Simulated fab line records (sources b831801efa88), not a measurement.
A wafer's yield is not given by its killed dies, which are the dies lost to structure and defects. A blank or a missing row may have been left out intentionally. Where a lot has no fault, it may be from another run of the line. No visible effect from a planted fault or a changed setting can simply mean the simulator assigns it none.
Which tool is to blame? | flow gf180mcu | 39 wafers from 13 lots sampled at 4 of the route's 602 steps

WHAT THE GAUGES READ, wafer by wafer
GF_V5_BOW_MEAS_05.
lot  | measured     | on            | V5_BOW (um)
L389 | day 26 10:29 | film metro-03 | 152 137 134
L390 | day 26 17:47 | film metro-03 | 132 126 139
L392 | day 27 13:20 | film metro-01 | 140 143 121
L393 | day 28 04:28 | film metro-03 | 139 143 137
L395 | day 28 12:44 | film metro-02 | 127 145 140
L396 | day 28 15:41 | film metro-02 | 126 117 124
L397 | day 28 21:15 | film metro-02 | 116 122 121
L406 | day 31 15:29 | film metro-03 | 123 114 119
L407 | day 31 18:52 | film metro-01 | 139 139 132
L409 | day 32 06:05 | film metro-01 | 134 139 140
L410 | day 32 12:02 | film metro-02 | 137 129 126
L411 | day 33 00:11 | film metro-01 | 123 112 124
L412 | day 33 02:44 | film metro-03 | 147 135 143

GF_TOP_METAL_CD_MEAS_14: the cd target is 440 nm.
lot  | measured     | on        | cd nm (nm)
L389 | day 28 04:20 | cd sem-02 | 440.2 441.5 443.0
L390 | day 28 12:11 | cd sem-01 | 439.1 437.6 439.2
L392 | day 29 05:54 | cd sem-01 | 434.4 436.3 436.5
L393 | day 29 20:21 | cd sem-01 | 440.5 440.3 440.8
L395 | day 30 05:04 | cd sem-02 | 439.3 439.0 440.7
L396 | day 30 06:34 | cd sem-01 | 439.4 442.4 441.1
L397 | day 30 12:48 | cd sem-01 | 438.1 436.5 438.4
L406 | day 33 02:14 | cd sem-01 | 443.0 441.6 442.8
L407 | day 33 05:45 | cd sem-01 | 438.7 437.3 438.1
L409 | day 33 16:16 | cd sem-01 | 440.1 438.6 436.0
L410 | day 33 21:34 | cd sem-01 | 435.5 436.2 438.4
L411 | day 34 08:44 | cd sem-01 | 441.2 441.2 440.1
L412 | day 34 11:59 | cd sem-01 | 444.4 442.6 440.0

GF_PASSIVATION_BOW_MEAS_14.
lot  | measured     | on            | PASSIVATION_BOW (um)
L389 | day 29 03:28 | film metro-04 | 149 136 133
L390 | day 29 10:58 | film metro-03 | 137 128 141
L392 | day 30 04:12 | film metro-04 | 142 144 122
L393 | day 30 17:40 | film metro-01 | 140 146 137
L395 | day 31 01:50 | film metro-03 | 134 151 152
L396 | day 31 03:41 | film metro-03 | 117 110 118
L397 | day 31 09:33 | film metro-01 | 114 119 118
L406 | day 33 21:22 | film metro-04 | 128 119 124
L407 | day 34 00:08 | film metro-04 | 145 145 139
L409 | day 34 10:35 | film metro-01 | 143 150 150
L410 | day 34 14:55 | film metro-03 | 136 129 128
L411 | day 35 01:43 | film metro-04 | 116 106 118
L412 | day 35 05:52 | film metro-04 | 153 140 149

TOOL THAT RAN EACH LOT (tool first, then ch and the chambers of the sampled wafers, then the start)
lot  | GF_MIM_SPUTTER_00
L389 | pvd sputter-03, day 24 12:38
L390 | pvd sputter-02, day 24 21:02
L392 | pvd sputter-02, day 25 18:45
L393 | pvd sputter-02, day 26 07:58
L395 | pvd sputter-02, day 26 19:03
L396 | pvd sputter-02, day 26 21:29
L397 | pvd sputter-02, day 27 03:02
L406 | pvd sputter-03, day 30 00:49
L407 | pvd sputter-03, day 30 04:53
L409 | pvd sputter-03, day 30 17:32
L410 | pvd sputter-03, day 30 23:51
L411 | pvd sputter-04, day 31 12:12
L412 | pvd sputter-02, day 31 15:23
- GF_MIM_SPUTTER_00: material Ti, target thk 37.5 nm, time 150 s.

WHAT THE TOOLS THEMSELVES READ (means of the sampled wafers that have a number; where no wafer has one, the mark that the record gives instead)
GF_MIM_SPUTTER_00.
lot  | tool           | substrate temp c (C) | throttle valve pct (%)
L389 | pvd sputter-03 | 200.01               | 30.8
L390 | pvd sputter-02 | 200.13               | 30.5
L392 | pvd sputter-02 | 199.92               | 31.4
L393 | pvd sputter-02 | 200.08               | 30.1
L395 | pvd sputter-02 | 200.13               | 30.3
L396 | pvd sputter-02 | 200.11               | 31.4
L397 | pvd sputter-02 | 199.98               | 30.2
L406 | pvd sputter-03 | 200.14               | 30.2
L407 | pvd sputter-03 | 199.90               | 30.4
L409 | pvd sputter-03 | 199.96               | 30.1
L410 | pvd sputter-03 | 199.95               | 30.6
L411 | pvd sputter-04 | 200.00               | 30.0
L412 | pvd sputter-02 | 199.87               | 30.5

THE ANSWER, worked out from the rows above alone
Rule: the usual values come from the lots themselves. The widest of any qualifying gaps counts: lots, ordered by their means at a reading, are off when they make up no more than a third of the lots, leave a main group of 4 or more, and stand apart from it by 3 or more times the standard deviation of that group's means. Not used: any main group whose means are identical at the precision the tables above print for the reading. A lot without any number at a reading at which 4 lots or more have one is off too. Any other lot the step has rows for is counted as sound. After the gauges, taken in route order, come the tools' own readings; for these a lot's mean is taken, as printed above. The first step at which some lot is off is used, and at that step the reading that is off furthest; a lot without a number counts as furthest.
Nothing can be told from this: no lot is off at any reading shown.

WHAT THE SIMULATOR HAD INSERTED
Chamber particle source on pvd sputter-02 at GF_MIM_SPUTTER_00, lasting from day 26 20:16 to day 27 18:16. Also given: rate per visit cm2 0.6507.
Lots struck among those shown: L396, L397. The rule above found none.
